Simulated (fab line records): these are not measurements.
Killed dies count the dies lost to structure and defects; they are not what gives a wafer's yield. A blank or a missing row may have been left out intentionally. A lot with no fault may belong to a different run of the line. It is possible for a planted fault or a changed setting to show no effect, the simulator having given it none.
Chamber matching | flow gf180mcu | GF_STI_ETCH_13 on rie-diel-04 has 4 sister chambers
The step etches the open film in CHF3/O2, stops on Si, target depth 282.31 nm, time 112.9 s. 8 wafers are shown with their chamber, then 7 later ones without.

== WAFERS WITH THEIR CHAMBER ==
wafer  | chamber | drypump-motor-current-A (A) | oes-product-au (a.u.)
L711.4 | 2       | 6.3                         | 0.827
L711.5 | 1       | 5.8                         | 0.819
L712.5 | 1       | 5.8                         | 0.826
L715.6 | 0       | 5.9                         | 0.835
L724.4 | 2       | 6.2                         | 0.830
L724.5 | 3       | 6.6                         | 0.836
L725.2 | 0       | 5.9                         | 0.837
L725.4 | 3       | 6.5                         | 0.836

== WAFERS WITHOUT THEIR CHAMBER ==
wafer  | drypump-motor-current-A (A) | oes-product-au (a.u.)
L725.6 | 6.3                         | 0.827
L727.1 | 6.5                         | 0.823
L727.3 | 5.9                         | 0.819
L727.5 | 6.5                         | 0.822
L731.1 | 6.5                         | 0.840
L731.2 | 5.8                         | 0.840
L731.5 | 5.9                         | 0.839

== CHAMBER TAKEN BY EACH ==
wafer  | from the rows above     | in truth
L725.6 | 2                       | 2
L727.1 | can't be placed: 3 or 2 | 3
L727.3 | 1                       | 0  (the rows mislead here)
L727.5 | can't be placed: 3 or 2 | 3
L731.1 | 3                       | 3
L731.2 | 0                       | 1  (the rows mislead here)
L731.5 | 0                       | 0
Correct placement for 3 of the 7. These rows do not allow placing 2 (true chamber among the candidates in 2). Number placed wrongly: 2.
How it was worked out, from the rows above alone: a wafer's distance from a chamber is the root of the sum, over the readings, of the square of ((its reading less the chamber's mean) divided by the reading's scatter). The wafer belongs to the nearest chamber; if the next one is less than 2 further off, it can't be placed. Each chamber's mean is taken over the wafers shown for it. The scatter: the root of (the sum of the squares of (reading less its chamber's mean) over the shown wafers, divided by (wafers less chambers)).
